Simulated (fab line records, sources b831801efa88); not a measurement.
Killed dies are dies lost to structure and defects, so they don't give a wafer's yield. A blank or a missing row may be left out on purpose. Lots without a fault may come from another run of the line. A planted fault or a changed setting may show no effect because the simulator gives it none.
A struck lot beside a sound one | flow gf180mcu | 16 steps out of a route of 602
Sound: wafers L904.2, L904.3, L904.4. Struck: wafers L909.1, L909.2, L909.4. The cause comes at the end.
At each step with rows: each side's tool, then ch and its chambers, then its first start. Under that, the readings that differ: sound wafers | struck wafers | difference of the means | sigmas: that difference in standard deviations of wafers without a fault.
alike: readings whose means differ by less than 2 such deviations, and words and numbers that are the same on both sides. not compared: withheld readings, readings that some wafer has no value for, bounds like >300 that may hide the same value, and numbers for which the record gives no deviation and whose values overlap.
The two part at a step that has a row with sigmas, a row that says differs or no value, or rows on one side only. Numbers that don't overlap but have no deviation are shown without sigmas and don't part them. A reading that every wafer of one side lacks parts them only if that side has two wafers or more.

first, 3 steps without rows for these wafers: GF_V3_EXPOSE_11 (exposes mask Via3, target cd 260 nm); GF_V3_PEB_12 (peb time 90 s); GF_V3_DEVELOP_13 (develop time 60 s).
GF_V3_CD_MEAS_14: target cd 260 nm.
  sound on cd_sem-02, day 24 19:15; struck on cd_sem-01, day 26 10:11
  reading    | sound             | struck            | difference | sigmas
  cd_nm (nm) | 259.9 261.4 260.1 | 258.6 257.4 257.0 | -2.8       | -2
GF_V3_OVL_MEAS_15:
  sound on overlay-02, day 24 19:21; struck on overlay-01, day 26 10:18
  alike: V3_OVL
GF_V3_ETCH_16: etches BARC in N2/H2.
  sound on rie_diel-02 ch 0,1,3, day 24 19:23; struck on rie_diel-01 ch 1,2, day 26 10:20
  alike: chamber_pressure_mTorr, drypump_motor_current_A, h2_flow_sccm, oes_product_au, rf_fwd_power_W, throttle_valve_pct
GF_V3_ETCH_17: etches SiO2 in C4F8/O2/Ar, stops on TiN, target depth 635 nm.
  sound on rie_diel-02 ch 0,1,3; struck on rie_diel-01 ch 1,2
  alike: chamber_pressure_mTorr, oes_product_au, rf_fwd_power_W
GF_V3_STRIP_18: strips in O2/N2.
  sound on plasma_asher-01 ch 0,1, day 24 19:31; struck on plasma_asher-02 ch 0,1, day 26 10:28
  alike: chamber_pressure_mTorr, drypump_motor_current_A, heater_power_w, oes_product_au, platen_temp_c
  not compared: rf_hours_counter_h
then, 2 steps without rows for these wafers: GF_V3_STRIP_19 (strips in post etch residue remover, time 1200 s); GF_V3_CLEAN_20 (cleans in DIW).
GF_V3_SPUTTER_21: material Ti, target thk 15 nm, time 80.02 s.
  sound on pvd_sputter-03, day 24 20:05; struck on pvd_sputter-03, day 26 11:00
  alike: throttle_valve_pct
GF_V3_SPUTTER_22: material TiN, target thk 10 nm, time 40 s.
  sound on pvd_sputter-03, day 24 20:08; struck on pvd_sputter-03, day 26 11:04
  alike: throttle_valve_pct
GF_V3_CVD_23: deposits W, target thk 350 nm, time 104.9 s.
  sound on cvd_w-01 ch 0,1, day 24 20:11; struck on cvd_w-01 ch 0,1, day 26 11:06
  no value came back on the struck wafers for chamber_pressure_Torr (Torr), heater_power_outer_w (W), heater_power_w (W), susceptor_temp_C (C); on the sound wafers chamber_pressure_Torr (Torr) reads 39.98 40.05 39.97
GF_V3_RS_MEAS_24: measures by four-point-probe.
  sound on film_metro-03, day 24 20:19; struck on film_metro-01, day 26 11:13
  reading          | sound             | struck               | difference | sigmas
  V3_W_RS (ohm/sq) | 0.332 0.330 0.331 | 44.214 44.144 43.845 | +43.737    | +99 or more
GF_V3_THK_MEAS_25: measures by xrf.
  sound on film_metro-03, day 24 20:25; struck on film_metro-01, day 26 11:20
  not compared: V3_W_THK
GF_V3_CMP_26: polishes, stops on SiO2, t overpolish 15 s, target thk 0 nm.
  sound on cmp-02 ch 0,1,3, day 24 20:31; struck on cmp-02 ch 1,2,3, day 26 11:23
  reading                | sound    | struck | difference | sigmas
  time_to_endpoint_s (s) | 80 87 83 | 6 5 7  | -77        | -20
  alike: motor_current_A

WHERE THEY PART
First at GF_V3_CD_MEAS_14; last, within this record, at GF_V3_CMP_26.

WHY: what the simulator had put in
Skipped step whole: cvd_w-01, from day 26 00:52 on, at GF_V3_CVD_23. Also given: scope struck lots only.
